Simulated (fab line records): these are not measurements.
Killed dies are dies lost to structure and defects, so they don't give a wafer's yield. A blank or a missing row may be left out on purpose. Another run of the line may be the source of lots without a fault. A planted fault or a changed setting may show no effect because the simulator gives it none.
2 desks looking at one fault / flow gf180mcu / what lay behind the numbers comes last; until then each desk has only its own

== THE TOOL OWNER'S DESK: litho_track-04 ==
The tool's own readings at GF_NSD_COAT_02 (resist thk 1000 nm): means of the sampled wafers that have a number, for each lot that ran on this tool. Any lot whose mean is over 4 standard deviations away from the usual mean is out of limits and marked OUT; that distance is given in the brackets.
Columns: A = spin_speed_rpm at GF_NSD_COAT_02, usual 3000.0 rpm
lot=L527; first seen here=day 14 16:35; A=3002.5
lot=L529; first seen here=day 15 09:18; A=2999.7
lot=L532; first seen here=day 16 13:26; A=2611.8 (-99 or more) OUT
lot=L534; first seen here=day 17 03:45; A=2610.8 (-99 or more) OUT
lot=L543; first seen here=day 20 01:06; A=2999.0
This desk finds L532, L534 out of limits, L532 being first, at day 16 13:26 (spin_speed_rpm at GF_NSD_COAT_02). L527, L529, L543: within limits.

== METROLOGY DESK ==
Lot by lot, what the gauges showed, no matter which tool ran the lot: averages of those sampled wafers that carry a number. Any lot whose mean is over 4 standard deviations away from the usual mean is out of limits and marked OUT; that distance is given in the brackets.
Columns: A = HV_LDD_02_OVL at GF_HV_LDD_OVL_MEAS_32, usual 1.2 nm; B = HV_LDD_4_TW at GF_HV_LDD_TW_MEAS_50, usual 574; C = cd_nm at GF_NSD_CD_MEAS_07, usual 399.9 nm
lot=L526; first seen here=day 12 19:41; A=-0.4; B=574; C=400.2
lot=L527; first seen here=day 13 05:26; A=-1.2; B=572; C=397.8
lot=L528; first seen here=day 13 14:22; A=2.2; B=575; C=395.1
lot=L529; first seen here=day 13 21:20; A=2.0; B=578; C=399.0
lot=L532; first seen here=day 14 23:40; A=4.4; B=575; C=392.4
lot=L534; first seen here=day 15 15:01; A=-0.7; B=569; C=393.3
lot=L539; first seen here=day 17 01:55; A=-0.4; B=582; C=396.1
lot=L541; first seen here=day 17 17:12; A=1.7; B=569; C=400.8
lot=L542; first seen here=day 18 02:34; A=-1.9; B=580; C=397.7
lot=L543; first seen here=day 18 09:03; A=3.5; B=574; C=400.0
lot=L544; first seen here=day 18 16:34; A=1.8; B=577; C=398.5
lot=L545; first seen here=day 18 22:58; A=3.1; B=571; C=399.7
This desk's verdict: no lot among the 12 shows anything out of limits.

== ALL TOGETHER ==
The tool owner's desk could have raised an alarm at day 16 13:26, on L532, L534.
Metrology desk: nothing out of limits seen.
The metrology desk has L532, L534 on record, within its limits.
On litho_track-04, each named lot ran GF_NSD_COAT_02.

== WHAT WAS PUT IN BY THE SIMULATOR ==
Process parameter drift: litho_track-04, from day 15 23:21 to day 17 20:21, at GF_NSD_COAT_02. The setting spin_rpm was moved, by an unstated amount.
Struck lots among those shown: L532, L534.
How many hours passed from the start of the fault until each desk's first out-of-limits reading: the tool owner's desk, 14.
